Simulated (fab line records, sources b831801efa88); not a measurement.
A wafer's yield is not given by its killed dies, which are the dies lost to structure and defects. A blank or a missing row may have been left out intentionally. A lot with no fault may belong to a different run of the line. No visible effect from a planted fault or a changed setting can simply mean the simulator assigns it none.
fab line records | flow gf180mcu
record lots=12 wafers=36 last-day=33
route steps=602 shown STI@23 DUAL_GATE@143 POLY_GATE@175 M1@318
lots untouched by any fault: they come from a run of this same line in which no faults occurred
start-h: start of the lot's first displayed wafer, in hours after the record's first day | wait-h: hours from the lot's prior step to this one | " identical to the entry in the row above | L1.1+2: a row that stands for several wafers | - either no value or no given start | * or withheld: withheld | < > ~ a bound
route shown NAME@n: names a module that has steps shown in the file, with the first one's number in the route | usual: mean/standard deviation taken from wafers without a fault | same: alike in all rows | chamber/n: place in a boat | sites: readings site by site | _std_site: their standard deviation | _edge_site: outer sites' mean less inner sites' | radius-mm: for every site, how far away it sits from the centre of the wafer | mask NAME#n: copy n | behind: tool/chamber where the wafer was last shaped | hold: cause of the lot's hold/its duration in hours/its outcome | device: whichever transistor did not switch (one of n, p or np) | end of line: at the end of the route, the tests of the same wafers | a step given without rows: its recipe and nothing more | killed: not the wafer's yield, but the dies lost to structure and defects at the first sort | map: a wafer's dies, x killed, . not, _ none there
set.NAME: the setting as run; set.NAME@STEP: as run at that earlier step | model.NAME: the simulator's own value behind a step, which no gauge read
one table for each step of the route and one row for each wafer, over a sample of lots
services: the hour from which a tool's chamber was out of use, counted from the record's first day as start-h (under 0 if before that day), plus the number of hours and why
## steps
# step GF_STI_THK_MEAS_22
# recipe reads=SiO2_of_STI_OXIDATION_21
# usual STI_OXIDATION_01_THK=14.99/0.25
# columns lot.wafer tool chamber start-h wait-h STI_OXIDATION_01_THK[nm]
L458.1 film-metro-01 - 29.48 0.0 14.59
L458.3 " - " " 14.85
L458.4 " - " " 14.90
L459.2 film-metro-02 - 33.15 0.0 15.02
L459.3 " - " " 14.85
L459.4 " - " " 15.06
L460.4 film-metro-02 - 38.41 0.0 14.82
L460.5 " - " " 14.99
L460.6 " - " " 14.99
L461.2 film-metro-02 - 42.65 0.0 14.69
L461.3 " - " " 15.07
L461.5 " - " " 14.82
L462.1 film-metro-03 - 50.32 0.0 14.68
L462.4 " - " " 14.94
L462.6 " - " " 14.66
L463.2 film-metro-01 - 56.00 0.0 14.66
L463.4 " - " " 14.69
L463.5 " - " " 14.81
L464.3 film-metro-02 - 60.59 0.0 14.84
L464.5 " - " " 15.04
L464.6 " - " " 15.09
L465.1 film-metro-02 - 66.56 0.0 14.99
L465.2 " - " " 14.89
L465.3 " - " " 15.11
L466.1 film-metro-03 - 70.98 0.0 14.67
L466.3 " - " " 14.77
L466.5 " - " " 14.49
L468.4 film-metro-03 - 81.55 0.0 14.89
L468.5 " - " " 15.07
L468.6 " - " " 15.04
L474.1 film-metro-02 - 110.16 0.0 15.19
L474.2 " - " " 15.03
L474.6 " - " " 15.08
L476.1 film-metro-03 - 120.30 0.0 14.40
L476.4 " - " " 14.61
L476.5 " - " " 14.61
# step GF_DUAL_GATE_OXIDATION_02
# recipe temp-c=900 ambient=O2 stabilise-s=600 purge-s=300 target-thk-a=108.87 ox-time-s=1602
# usual zone-power-bottom-pct=26.1/1.3
# columns lot.wafer tool chamber start-h wait-h zone-power-bottom-pct
L458.1 furnace-01 0 161.88 0.0 27.8
L458.3 " 0 " " 27.5
L458.4 " 0 " " 27.6
L459.2 furnace-02 0 168.88 0.0 25.2
L459.3 " 0 " " 24.7
L459.4 " 0 " " 25.3
L460.4 furnace-02 0 173.98 0.0 25.2
L460.5 " 0 " " 25.3
L460.6 " 0 " " 25.2
L461.2 furnace-01 0 181.85 1.2 27.5
L461.3 " 0 " " 27.7
L461.5 " 0 " " 27.8
L462.1 furnace-02 0 190.89 0.0 25.2
L462.4 " 0 " " 25.0
L462.6 " 0 " " 25.0
L463.2 furnace-02 0 203.07 0.2 25.1
L463.4 " 0 " " 24.9
L463.5 " 0 " " 25.2
L464.3 furnace-02 0 206.87 0.0 25.0
L464.5 " 0 " " 24.7
L464.6 " 0 " " 24.8
L465.1 furnace-01 0 213.19 0.0 27.4
L465.2 " 0 " " 27.6
L465.3 " 0 " " 27.0
L466.1 furnace-01 0 217.42 1.1 27.7
L466.3 " 0 " " 27.4
L466.5 " 0 " " 27.8
L468.4 furnace-01 0 233.58 1.2 27.8
L468.5 " 0 " " 27.2
L468.6 " 0 " " 27.8
L474.1 furnace-02 0 268.07 0.0 24.8
L474.2 " 0 " " 24.7
L474.6 " 0 " " 25.2
L476.1 furnace-02 0 283.10 0.0 25.7
L476.4 " 0 " " 25.1
L476.5 " 0 " " 25.3
# step GF_DUAL_GATE_THK_MEAS_03
# recipe reads=SiO2_of_DUAL_GATE_OXIDATION_02
# usual DUAL_GATE_OXIDATION_00_THK=10.98/0.21
# columns lot.wafer tool chamber start-h wait-h DUAL_GATE_OXIDATION_00_THK[nm]
L458.1 film-metro-02 - 163.32 0.0 10.67
L458.3 " - " " 10.80
L458.4 " - " " 10.89
L459.2 film-metro-03 - 170.34 0.0 10.87
L459.3 " - " " 11.07
L459.4 " - " " 11.04
L460.4 film-metro-03 - 175.46 0.0 10.79
L460.5 " - " " 10.91
L460.6 " - " " 10.73
L461.2 film-metro-02 - 183.31 0.0 10.84
L461.3 " - " " 10.92
L461.5 " - " " 11.00
L462.1 film-metro-03 - 192.34 0.0 11.15
L462.4 " - " " 11.17
L462.6 " - " " 11.12
L463.2 film-metro-03 - 204.52 0.0 10.58
L463.4 " - " " 10.75
L463.5 " - " " 10.57
L464.3 film-metro-03 - 208.34 0.0 11.27
L464.5 " - " " 11.21
L464.6 " - " " 11.25
L465.1 film-metro-01 - 214.63 0.0 10.92
L465.2 " - " " 10.93
L465.3 " - " " 10.81
L466.1 film-metro-01 - 218.87 0.0 10.92
L466.3 " - " " 10.69
L466.5 " - " " 10.89
L468.4 film-metro-03 - 235.05 0.0 10.93
L468.5 " - " " 10.84
L468.6 " - " " 10.96
L474.1 film-metro-01 - 269.51 0.0 10.04
L474.2 " - " " 10.23
L474.6 " - " " 10.06
L476.1 film-metro-01 - 284.54 0.0 10.36
L476.4 " - " " 10.47
L476.5 " - " " 10.43
# step GF_POLY_GATE_CD_MEAS_18
# usual cd-nm=279.9/1.7
# columns lot.wafer tool chamber start-h wait-h cd-nm
L458.1 cd-sem-02 - 201.59 0.1 279.7
L458.3 " - " " 279.8
L458.4 " - " " 278.2
L459.2 cd-sem-02 - 209.36 0.1 278.1
L459.3 " - " " 279.6
L459.4 " - " " 278.6
L460.4 cd-sem-01 - 214.42 0.1 282.1
L460.5 " - " " 283.3
L460.6 " - " " 280.5
L461.2 cd-sem-02 - 225.37 0.1 281.7
L461.3 " - " " 279.9
L461.5 " - " " 279.5
L462.1 cd-sem-02 - 232.51 0.1 280.5
L462.4 " - " " 280.6
L462.6 " - " " 281.2
L463.2 cd-sem-01 - 248.56 0.1 279.7
L463.4 " - " " 279.0
L463.5 " - " " 279.9
L464.3 cd-sem-02 - 251.73 0.1 279.4
L464.5 " - " " 279.7
L464.6 " - " " 279.3
L465.1 cd-sem-02 - 258.04 0.1 276.1
L465.2 " - " " 278.9
L465.3 " - " " 278.3
L466.1 cd-sem-02 - 261.19 0.1 278.9
L466.3 " - " " 280.7
L466.5 " - " " 280.0
L468.4 cd-sem-01 - 277.47 0.1 279.5
L468.5 " - " " 279.1
L468.6 " - " " 279.9
L474.1 cd-sem-01 - 316.23 0.1 278.4
L474.2 " - " " 276.6
L474.6 " - " " 278.6
L476.1 cd-sem-02 - 329.88 0.1 277.1
L476.4 " - " " 279.1
L476.5 " - " " 277.3
# step GF_M1_SPUTTER_03
# recipe material=Ti target-thk-nm=10 substrate-temp-c=300 chamber-pressure-pa=0.3 power-w=3000 time-s=6.7
# usual throttle-valve-pct=30.0/1.1
# columns lot.wafer tool chamber start-h wait-h throttle-valve-pct
L458.1 pvd-sputter-03 - 368.08 0.0 32.4
L458.3 " - " " 30.2
L458.4 " - " " 30.0
L459.2 pvd-sputter-01 - 377.48 0.0 29.5
L459.3 " - " " 31.5
L459.4 " - " " 29.0
L460.4 pvd-sputter-04 - 382.48 0.0 31.5
L460.5 " - " " 31.2
L460.6 " - " " 29.0
L461.2 pvd-sputter-01 - 401.17 0.0 31.7
L461.3 " - " " 29.7
L461.5 " - " " 29.6
L462.1 pvd-sputter-01 - 406.38 0.0 31.6
L462.4 " - " " 28.9
L462.6 " - " " 28.9
L463.2 pvd-sputter-01 - 428.26 0.0 31.8
L463.4 " - " " 28.8
L463.5 " - " " 28.9
L464.3 pvd-sputter-01 - 432.32 0.0 31.9
L464.5 " - " " 28.8
L464.6 " - " " 31.6
L465.1 pvd-sputter-01 - 439.20 0.0 29.1
L465.2 " - " " 31.7
L465.3 " - " " 29.0
L466.1 pvd-sputter-03 - 444.02 0.0 31.2
L466.3 " - " " 32.5
L466.5 " - " " 31.1
L468.4 pvd-sputter-04 - 463.73 0.0 29.1
L468.5 " - " " 30.2
L468.6 " - " " 29.5
L474.1 pvd-sputter-04 - 511.28 0.0 30.3
L474.2 " - " " 31.3
L474.6 " - " " 29.3
L476.1 pvd-sputter-01 - 525.93 0.0 29.4
L476.4 " - " " 28.7
L476.5 " - " " 28.7
## services
# columns tool chamber start-h hours kind
pvd-sputter-03 - 158.75 4.5 repair
pvd-sputter-01 0 197.95 - consumable-replace:kit
pvd-sputter-01 0 197.95 18.0 scheduled-down
pvd-sputter-01 0 197.95 18.0 vent-cycle
pvd-sputter-04 - 204.49 2.8 repair
pvd-sputter-04 - 213.68 1.2 repair
furnace-02 - 215.77 3.8 pm
furnace-01 - 219.99 2.9 pm
furnace-01 - 222.93 3.9 pm
pvd-sputter-03 - 294.89 4.0 repair
pvd-sputter-04 2 313.87 - consumable-replace:kit
pvd-sputter-04 2 313.87 18.0 scheduled-down
furnace-01 - 324.64 4.2 pm
furnace-02 - 329.82 3.7 pm
furnace-02 - 336.51 3.6 pm
pvd-sputter-01 3 355.98 - consumable-replace:kit
pvd-sputter-01 3 355.98 18.0 scheduled-down
pvd-sputter-01 3 355.98 18.0 vent-cycle
pvd-sputter-04 - 364.91 3.5 repair
furnace-02 - 383.33 2.3 pm
furnace-01 - 385.83 4.0 pm
pvd-sputter-01 - 454.50 13.3 repair
pvd-sputter-01 - 482.82 17.8 repair
pvd-sputter-01 - 521.62 4.1 repair
## key
first-sign step=GF_DUAL_GATE_THK_MEAS_03 reading=DUAL_GATE_OXIDATION_00_THK direction=down sigmas=3.3 usual=10.98 struck=10.27
effect none on later readings
met-at GF_DUAL_GATE_OXIDATION_02
struck-lots L474,L476
tester-left-out L474,L476
not-acting-at GF_STI_THK_MEAS_22,GF_POLY_GATE_CD_MEAS_18,GF_M1_SPUTTER_03
onset-between 206.87 268.07
also-fits time
fault kind=process-parameter-drift tool=furnace-02 chamber=- onset-h=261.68 steps=GF_DUAL_GATE_OXIDATION_02 channel=ox-time-s offset=* shape=step end-h=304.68 acts-in=* stated=*
# tester-left-out: of these lots the tester's yield and bins aren't shown, on N5 and GAA mostly nor the transistor test; their killed dies are dies lost to structure and defects alone, not to doping, threshold or leakage, so they don't give the yield
